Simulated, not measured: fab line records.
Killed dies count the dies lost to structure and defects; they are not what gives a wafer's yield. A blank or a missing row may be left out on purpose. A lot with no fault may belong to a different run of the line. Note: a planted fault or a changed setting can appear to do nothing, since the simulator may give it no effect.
8D (eight disciplines) problem report, filled in by code + flow sky130 + the parts of the form that need people (team, actions taken, sign-off) are left out

## 1. THE ISSUE
At SKY_POLY_CUT_ETCH_10, oes-product-au averages 0.829 a.u. over 6 wafers from 2 lots, while fault-free wafers read 0.855 a.u., standard deviation 0.0048. That is -5.5 standard deviations from the usual mean.
The step: etches BARC in N2/H2, stops on SiO2, time 45.9 s, target depth 60 nm.
First seen on wafer L604.1, day 29 18:00, on rie-diel-03. The record has a number at this step for 36 wafers belonging to 12 lots. Rule for "out", or "out of limits": more than 4 standard deviations from the usual mean. The other wafers with a number count as sound.

## 2. WHAT IT IS AND WHAT IT IS NOT
| question                    | is                     | is not                                                                                 |
|-----------------------------|------------------------|----------------------------------------------------------------------------------------|
| which readings at this step | oes-product-au         | drypump-motor-current-A, throttle-valve-pct                                            |
| which lots                  | L604, L605             | L591, L592, L593, L594, L598, L599, L608, L609, L612, L613                             |
| which wafers of those lots  | all that have a number | -                                                                                      |
| read on which tools         | rie-diel-03            | rie-diel-02, rie-diel-04                                                               |
| when                        | from day 29 18:00      | up to then (18 sound wafers); but 12 sound wafers of L608, L609, L612, L613 came after |

## 3. THE SUSPECTS, EACH WITH WHAT RULES IT OUT
Counting: any tool at a process step up to the reading is kept as a suspect provided that every lot that is out went through it and no sound lot did after the first of them.
- rie-diel-03 at SKY_POLY_CUT_ETCH_10 (etches BARC in N2/H2, stops on SiO2, time 45.9 s, target depth 60 nm): kept. It processed each lot that is out, first L604 at day 29 18:00, and no sound lot thereafter; up to then, the last sound lot it processed was L598 at day 28 09:36. Out on those wafers are its own readings of oes-product-au.
After counting, what remains is rie-diel-03 at SKY_POLY_CUT_ETCH_10.

## 4. THE CAUSE (what the simulator had put in)
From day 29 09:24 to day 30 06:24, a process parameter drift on rie-diel-03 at SKY_POLY_CUT_ETCH_10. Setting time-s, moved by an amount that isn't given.
This tool alone remained once counting was done.

## 5. THE CHAIN OF EFFECTS, in route order
Rows list readings where the struck wafers' mean (over those with a number) sits beyond 3 standard deviations from the usual. Scope: only readings with a usual standard deviation given in the record; hours: median across lots of the time from each lot's start at the first step in this table that gives one to its start at this step; sigmas: change in usual standard deviations.
| hours | step                 | reading        | usual      | on struck wafers | change | sigmas |
|-------|----------------------|----------------|------------|------------------|--------|--------|
| 0     | SKY_POLY_CUT_ETCH_10 | oes-product-au | 0.855 a.u. | 0.829            | -0.026 | -5.5   |
| 0     | SKY_POLY_CUT_ETCH_10 | run-length-s   | 74.3 s     | 76.7             | +2.4   | +5.3   |
Here are the process steps it includes:
- SKY_POLY_CUT_ETCH_10: etches BARC in N2/H2, stops on SiO2, time 45.9 s, target depth 60 nm.
Later measuring or inspecting steps at which every struck wafer that the step has a row for has a number for every such reading, and none has moved that far: SKY_LI_CONTACT_BOW_MEAS_03.

## 6. HOW IT WOULD HAVE BEEN CAUGHT EARLIER
The fault began at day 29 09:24; the first out-of-limits reading in this record came at day 29 18:00, 9 hours later.
